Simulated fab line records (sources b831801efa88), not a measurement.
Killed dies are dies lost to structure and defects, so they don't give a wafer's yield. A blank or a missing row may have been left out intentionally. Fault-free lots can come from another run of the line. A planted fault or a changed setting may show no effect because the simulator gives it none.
Which tool is to blame? || flow sky130 || 11 lots, 31 wafers sampled, at 6 steps of a route of 708

== WHAT THE GAUGES READ, wafer by wafer ==
SKY_VIA1_CD_MEAS_12: the cd target is 150 nm.
{"lot": "L901", "measured": "day 34 21:55", "on": "cd sem-01", "cd nm (nm)": "152.9 152.8 151.8"}
{"lot": "L902", "measured": "day 35 03:36", "on": "cd sem-01", "cd nm (nm)": "150.2 150.2 148.2"}
{"lot": "L903", "measured": "day 35 10:03", "on": "cd sem-01", "cd nm (nm)": "151.9 150.6 152.5"}
{"lot": "L906", "measured": "day 36 12:04", "on": "cd sem-02", "cd nm (nm)": "153.5 151.2"}
{"lot": "L907", "measured": "day 36 15:47", "on": "cd sem-02", "cd nm (nm)": "150.6 149.3"}
{"lot": "L916", "measured": "day 39 20:13", "on": "cd sem-02", "cd nm (nm)": "152.2 151.7 151.6"}
{"lot": "L917", "measured": "day 39 22:01", "on": "cd sem-01", "cd nm (nm)": "148.1 145.0 146.6"}
{"lot": "L918", "measured": "day 40 05:13", "on": "cd sem-01", "cd nm (nm)": "150.7 149.1 149.3"}
{"lot": "L919", "measured": "day 40 12:46", "on": "cd sem-01", "cd nm (nm)": "150.4 148.6 150.6"}
{"lot": "L920", "measured": "day 40 21:49", "on": "cd sem-02", "cd nm (nm)": "148.7 148.7 149.1"}
{"lot": "L921", "measured": "day 41 01:16", "on": "cd sem-02", "cd nm (nm)": "151.4 151.4 150.2"}

SKY_VIA4_RS_MEAS_19: measures by four-point-probe.
{"lot": "L901", "measured": "day 43 14:53", "on": "film metro-03", "VIA4_W_RS (ohm/sq)": "0.2266 0.2280 0.2242"}
{"lot": "L902", "measured": "day 43 21:22", "on": "film metro-03", "VIA4_W_RS (ohm/sq)": "0.2249 0.2260 0.2259"}
{"lot": "L903", "measured": "day 44 01:55", "on": "film metro-01", "VIA4_W_RS (ohm/sq)": "0.2269 0.2268 0.2304"}
{"lot": "L906", "measured": "day 44 23:55", "on": "film metro-03", "VIA4_W_RS (ohm/sq)": "0.2316 0.1762"}
{"lot": "L907", "measured": "day 45 05:05", "on": "film metro-03", "VIA4_W_RS (ohm/sq)": "0.1757 0.2301"}
{"lot": "L916", "measured": "day 47 17:44", "on": "film metro-03", "VIA4_W_RS (ohm/sq)": "0.2286 0.2270 0.2290"}
{"lot": "L917", "measured": "day 47 19:49", "on": "film metro-01", "VIA4_W_RS (ohm/sq)": "0.2302 0.2287 0.2331"}
{"lot": "L918", "measured": "day 48 03:14", "on": "film metro-01", "VIA4_W_RS (ohm/sq)": "0.2285 0.2281 0.2307"}
{"lot": "L919", "measured": "day 48 06:04", "on": "film metro-02", "VIA4_W_RS (ohm/sq)": "0.2256 0.2254 0.2235"}
{"lot": "L920", "measured": "day 48 13:44", "on": "film metro-03", "VIA4_W_RS (ohm/sq)": "0.2270 0.2287 0.2296"}
{"lot": "L921", "measured": "day 48 16:21", "on": "film metro-03", "VIA4_W_RS (ohm/sq)": "0.2254 0.2262 0.2261"}

SKY_VIA4_THK_MEAS_20: measures by xrf.
{"lot": "L901", "measured": "day 43 15:00", "on": "film metro-03", "VIA4_W_THK (nm)": "489 484 494"}
{"lot": "L902", "measured": "day 43 21:29", "on": "film metro-03", "VIA4_W_THK (nm)": "494 491 490"}
{"lot": "L903", "measured": "day 44 02:02", "on": "film metro-01", "VIA4_W_THK (nm)": "492 492 487"}
{"lot": "L906", "measured": "day 45 00:02", "on": "film metro-03", "VIA4_W_THK (nm)": "478 621"}
{"lot": "L907", "measured": "day 45 05:11", "on": "film metro-03", "VIA4_W_THK (nm)": "628 483"}
{"lot": "L916", "measured": "day 47 17:51", "on": "film metro-03", "VIA4_W_THK (nm)": "490 494 489"}
{"lot": "L917", "measured": "day 47 19:56", "on": "film metro-01", "VIA4_W_THK (nm)": "484 483 481"}
{"lot": "L918", "measured": "day 48 03:20", "on": "film metro-01", "VIA4_W_THK (nm)": "488 489 484"}
{"lot": "L919", "measured": "day 48 06:11", "on": "film metro-02", "VIA4_W_THK (nm)": "508 511 511"}
{"lot": "L920", "measured": "day 48 13:50", "on": "film metro-03", "VIA4_W_THK (nm)": "492 485 490"}
{"lot": "L921", "measured": "day 48 16:28", "on": "film metro-03", "VIA4_W_THK (nm)": "494 494 491"}

== EACH LOT AND THE TOOL THAT RAN IT (in order: tool; ch and the chambers of the sampled wafers; start) ==
{"lot": "L901", "SKY_METAL1_DESCUM_17": "rie metal-01 ch 1, day 33 18:40", "SKY_VIA2_SPUTTER_20": "pvd sputter-03, day 37 05:07", "SKY_VIA4_CVD_18": "cvd w-01 ch 0,1, day 43 14:43"}
{"lot": "L902", "SKY_METAL1_DESCUM_17": "rie metal-04 ch 0,1, day 33 23:51", "SKY_VIA2_SPUTTER_20": "pvd sputter-02, day 37 11:23", "SKY_VIA4_CVD_18": "cvd w-02 ch 0,1, day 43 21:13"}
{"lot": "L903", "SKY_METAL1_DESCUM_17": "rie metal-04 ch 0,1, day 34 05:27", "SKY_VIA2_SPUTTER_20": "pvd sputter-02, day 37 18:06", "SKY_VIA4_CVD_18": "cvd w-02 ch 0,1, day 44 01:46"}
{"lot": "L906", "SKY_METAL1_DESCUM_17": "rie metal-02 ch 0,1, day 35 09:00", "SKY_VIA2_SPUTTER_20": "pvd sputter-04, day 38 19:18", "SKY_VIA4_CVD_18": "cvd w-02 ch 0,1, day 44 23:46"}
{"lot": "L907", "SKY_METAL1_DESCUM_17": "rie metal-04 ch 0, day 35 12:41", "SKY_VIA2_SPUTTER_20": "pvd sputter-03, day 38 23:30", "SKY_VIA4_CVD_18": "cvd w-02 ch 0, day 45 04:55"}
{"lot": "L916", "SKY_METAL1_DESCUM_17": "rie metal-04 ch 0,1, day 38 18:39", "SKY_VIA2_SPUTTER_20": "pvd sputter-04, day 42 00:48", "SKY_VIA4_CVD_18": "cvd w-02 ch 0,1, day 47 17:34"}
{"lot": "L917", "SKY_METAL1_DESCUM_17": "rie metal-02 ch 0, day 38 20:09", "SKY_VIA2_SPUTTER_20": "pvd sputter-02, day 42 02:47", "SKY_VIA4_CVD_18": "cvd w-02 ch 0,1, day 47 19:39"}
{"lot": "L918", "SKY_METAL1_DESCUM_17": "rie metal-02 ch 1, day 39 03:03", "SKY_VIA2_SPUTTER_20": "pvd sputter-04, day 42 09:37", "SKY_VIA4_CVD_18": "cvd w-02 ch 0,1, day 48 03:04"}
{"lot": "L919", "SKY_METAL1_DESCUM_17": "rie metal-02 ch 1, day 39 10:33", "SKY_VIA2_SPUTTER_20": "pvd sputter-03, day 42 15:30", "SKY_VIA4_CVD_18": "cvd w-01 ch 0, day 48 05:55"}
{"lot": "L920", "SKY_METAL1_DESCUM_17": "rie metal-01 ch 0,1, day 39 20:03", "SKY_VIA2_SPUTTER_20": "pvd sputter-04, day 43 01:05", "SKY_VIA4_CVD_18": "cvd w-02 ch 0,1, day 48 13:34"}
{"lot": "L921", "SKY_METAL1_DESCUM_17": "rie metal-04 ch 0, day 39 23:25", "SKY_VIA2_SPUTTER_20": "pvd sputter-03, day 43 04:17", "SKY_VIA4_CVD_18": "cvd w-02 ch 0,1, day 48 16:11"}
- SKY_METAL1_DESCUM_17: chemistry O2, time 8 s.
- SKY_VIA2_SPUTTER_20: material TiN, target thk 20 nm, time 80 s.
- SKY_VIA4_CVD_18: deposits W, target thk 505 nm, time 152.14 s.

== WHAT THE TOOLS THEMSELVES READ (means of the sampled wafers that have a number; where no wafer has one, the mark that the record gives instead) ==
SKY_METAL1_DESCUM_17.
{"lot": "L901", "tool": "rie metal-01", "drypump motor current A (A)": 5.4, "he backside leak sccm (sccm)": 3.37, "oes product au (a.u.)": 1.001, "rf fwd power W (W)": 146.7}
{"lot": "L902", "tool": "rie metal-04", "drypump motor current A (A)": 5.5, "he backside leak sccm (sccm)": 3.18, "oes product au (a.u.)": 1.007, "rf fwd power W (W)": 147.5}
{"lot": "L903", "tool": "rie metal-04", "drypump motor current A (A)": 5.5, "he backside leak sccm (sccm)": 3.21, "oes product au (a.u.)": 1.009, "rf fwd power W (W)": 147.4}
{"lot": "L906", "tool": "rie metal-02", "drypump motor current A (A)": 5.9, "he backside leak sccm (sccm)": 3.53, "oes product au (a.u.)": 1.003, "rf fwd power W (W)": 146.8}
{"lot": "L907", "tool": "rie metal-04", "drypump motor current A (A)": 6.1, "he backside leak sccm (sccm)": 3.41, "oes product au (a.u.)": 1.010, "rf fwd power W (W)": 147.9}
{"lot": "L916", "tool": "rie metal-04", "drypump motor current A (A)": 5.5, "he backside leak sccm (sccm)": 3.16, "oes product au (a.u.)": 1.004, "rf fwd power W (W)": 147.2}
{"lot": "L917", "tool": "rie metal-02", "drypump motor current A (A)": 5.3, "he backside leak sccm (sccm)": 3.56, "oes product au (a.u.)": 0.998, "rf fwd power W (W)": 147.5}
{"lot": "L918", "tool": "rie metal-02", "drypump motor current A (A)": 6.4, "he backside leak sccm (sccm)": 3.56, "oes product au (a.u.)": 0.996, "rf fwd power W (W)": 146.4}
{"lot": "L919", "tool": "rie metal-02", "drypump motor current A (A)": 6.4, "he backside leak sccm (sccm)": 3.36, "oes product au (a.u.)": 0.999, "rf fwd power W (W)": 146.7}
{"lot": "L920", "tool": "rie metal-01", "drypump motor current A (A)": 5.5, "he backside leak sccm (sccm)": 3.24, "oes product au (a.u.)": 1.005, "rf fwd power W (W)": 147.5}
{"lot": "L921", "tool": "rie metal-04", "drypump motor current A (A)": 6.1, "he backside leak sccm (sccm)": 3.14, "oes product au (a.u.)": 1.014, "rf fwd power W (W)": 147.7}

SKY_VIA2_SPUTTER_20.
{"lot": "L901", "tool": "pvd sputter-03", "throttle valve pct (%)": 30.8}
{"lot": "L902", "tool": "pvd sputter-02", "throttle valve pct (%)": 29.7}
{"lot": "L903", "tool": "pvd sputter-02", "throttle valve pct (%)": 29.6}
{"lot": "L906", "tool": "pvd sputter-04", "throttle valve pct (%)": 30.9}
{"lot": "L907", "tool": "pvd sputter-03", "throttle valve pct (%)": 30.9}
{"lot": "L916", "tool": "pvd sputter-04", "throttle valve pct (%)": 30.8}
{"lot": "L917", "tool": "pvd sputter-02", "throttle valve pct (%)": 29.8}
{"lot": "L918", "tool": "pvd sputter-04", "throttle valve pct (%)": 31.0}
{"lot": "L919", "tool": "pvd sputter-03", "throttle valve pct (%)": 30.5}
{"lot": "L920", "tool": "pvd sputter-04", "throttle valve pct (%)": 29.5}
{"lot": "L921", "tool": "pvd sputter-03", "throttle valve pct (%)": 30.9}

SKY_VIA4_CVD_18.
{"lot": "L901", "tool": "cvd w-01", "heater power w (W)": 771}
{"lot": "L902", "tool": "cvd w-02", "heater power w (W)": 892}
{"lot": "L903", "tool": "cvd w-02", "heater power w (W)": 958}
{"lot": "L906", "tool": "cvd w-02", "heater power w (W)": 928}
{"lot": "L907", "tool": "cvd w-02", "heater power w (W)": 1006}
{"lot": "L916", "tool": "cvd w-02", "heater power w (W)": 969}
{"lot": "L917", "tool": "cvd w-02", "heater power w (W)": 915}
{"lot": "L918", "tool": "cvd w-02", "heater power w (W)": 907}
{"lot": "L919", "tool": "cvd w-01", "heater power w (W)": 897}
{"lot": "L920", "tool": "cvd w-02", "heater power w (W)": 960}
{"lot": "L921", "tool": "cvd w-02", "heater power w (W)": 960}

== THE ANSWER, worked out from the rows above alone ==
Rule: usual is defined by the lots themselves. The widest of any qualifying gaps counts: lots, ordered by their means at a reading, are off when they make up no more than a third of the lots, leave a main group of 4 or more, and stand apart from it by 3 or more times the standard deviation of that group's means. A main group whose means are all the same, to the digits that the tables above print for the reading, isn't used. A lot without any number at a reading at which 4 lots or more have one is off too. All remaining lots with rows at the step are treated as sound. First the gauges in route order, then the tools' own readings, where a lot's mean is used as printed above. At the first step where some lot is off, the reading lying furthest off is the one used; lots without a number count as furthest.
Off: at SKY_VIA4_RS_MEAS_19 (VIA4_W_RS), L906, L907. The main group has a mean of 0.2274 ohm/sq with a standard deviation of 0.0018.
If a tool, at a process step before that reading, ran all the lots that are off and no sound lot after the first of them, it fits. Those tools and the gauges at SKY_VIA4_RS_MEAS_19 are tried in the same way. None of those tried fits.

== WHAT THE SIMULATOR HAD INSERTED ==
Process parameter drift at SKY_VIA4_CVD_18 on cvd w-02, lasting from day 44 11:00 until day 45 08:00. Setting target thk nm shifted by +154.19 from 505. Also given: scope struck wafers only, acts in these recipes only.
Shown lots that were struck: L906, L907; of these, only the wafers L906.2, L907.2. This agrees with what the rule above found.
